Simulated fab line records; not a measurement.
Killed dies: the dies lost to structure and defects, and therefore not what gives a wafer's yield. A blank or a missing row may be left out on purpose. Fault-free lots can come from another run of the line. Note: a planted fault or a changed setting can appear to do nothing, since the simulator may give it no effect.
One fault through the eyes of 2 desks :: flow gf180mcu :: numbers are kept per desk, each desk with only its own; the story behind them comes last

## DESK OF THE TOOL OWNER: implanter-02
The tool's own readings at GF_NWELL_IMPLANT_08: means of the sampled wafers that have a number, for each lot that ran on this tool. The brackets show how far a lot's mean lies from the usual mean; more than 4 standard deviations puts the lot out of limits, marked OUT.
Columns: A = beam-on-s at GF_NWELL_IMPLANT_08, usual 10.05 s; B = tilt-deg at GF_NWELL_IMPLANT_08, usual 0.001 degrees
lot: L737
first seen here: day 3 06:47
A: 10.25
B: -0.001

lot: L742
first seen here: day 4 10:52
A: 10.14
B: -0.007

lot: L743
first seen here: day 4 17:09
A: 10.07
B: 0.002

lot: L744
first seen here: day 4 22:37
A: 10.00
B: -0.019

lot: L755
first seen here: day 7 10:19
A: 10.08
B: -0.005

lot: L756
first seen here: day 7 14:57
A: 10.00
B: -0.011

lot: L759
first seen here: day 8 08:09
A: 10.11
B: 0.020
Finding of this desk: none of the 7 lots has anything out of limits.

## FROM THE METROLOGY DESK
Means of the sampled wafers that have a number, per lot and without regard to the tool the lot ran on: this is what the gauges read. The brackets show how far a lot's mean lies from the usual mean; more than 4 standard deviations puts the lot out of limits, marked OUT.
Columns: A = NWELL_TW at GF_NWELL_TW_MEAS_11, usual 1572; B = VT_IMPLANT_01_OVL at GF_VT_IMPLANT_OVL_MEAS_18, usual -0.3 nm; C = NWELL_RS at GF_VT_IMPLANT_RS_MEAS_47, usual 487.8 ohm/sq
lot: L737
first seen here: day 3 07:11
A: 1581
B: -0.8
C: 486.5

lot: L738
first seen here: day 3 13:17
A: 1574
B: -0.2
C: 486.8

lot: L741
first seen here: day 4 05:38
A: 1561
B: 0.8
C: 486.7

lot: L742
first seen here: day 4 11:14
A: 1560
B: -0.8
C: 489.9

lot: L743
first seen here: day 4 17:32
A: 1576
B: -0.7
C: 486.1

lot: L744
first seen here: day 4 22:59
A: 1582
B: 0.3
C: 488.4

lot: L747
first seen here: day 5 15:20
A: 1577
B: -0.9
C: 486.1

lot: L754
first seen here: day 7 05:37
A: 1567
B: 1.3
C: 488.3

lot: L755
first seen here: day 7 10:43
A: 1528 (-5.2) OUT
B: 0.1
C: 511.8 (+17) OUT

lot: L756
first seen here: day 7 15:18
A: 1529 (-5.1) OUT
B: -0.3
C: 507.2 (+14) OUT

lot: L758
first seen here: day 8 04:11
A: 1577
B: -1.6
C: 489.0

lot: L759
first seen here: day 8 08:32
A: 1546
B: 0.0
C: 508.1 (+14) OUT
This desk's finding: out of limits on L755, L756, L759; first on L755, day 7 10:43 (NWELL_TW at GF_NWELL_TW_MEAS_11). In limits: L737, L738, L741, L742, L743, L744, L747, L754, L758.

## TAKEN TOGETHER
At day 7 10:43 the metrology desk could have sounded an alarm, on L755, L756, L759.
The desk of the tool owner found nothing out of limits.
The tool owner's desk has L755, L756, L759 on record, within its limits.
All the named lots went through GF_NWELL_IMPLANT_08 on implanter-02.

## WHAT THE SIMULATOR PUT IN
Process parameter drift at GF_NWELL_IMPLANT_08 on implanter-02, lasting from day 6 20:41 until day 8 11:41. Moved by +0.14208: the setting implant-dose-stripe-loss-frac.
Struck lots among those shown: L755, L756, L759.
Per desk, hours elapsed from the start of the fault to the first reading out of limits: for the metrology desk, 14.
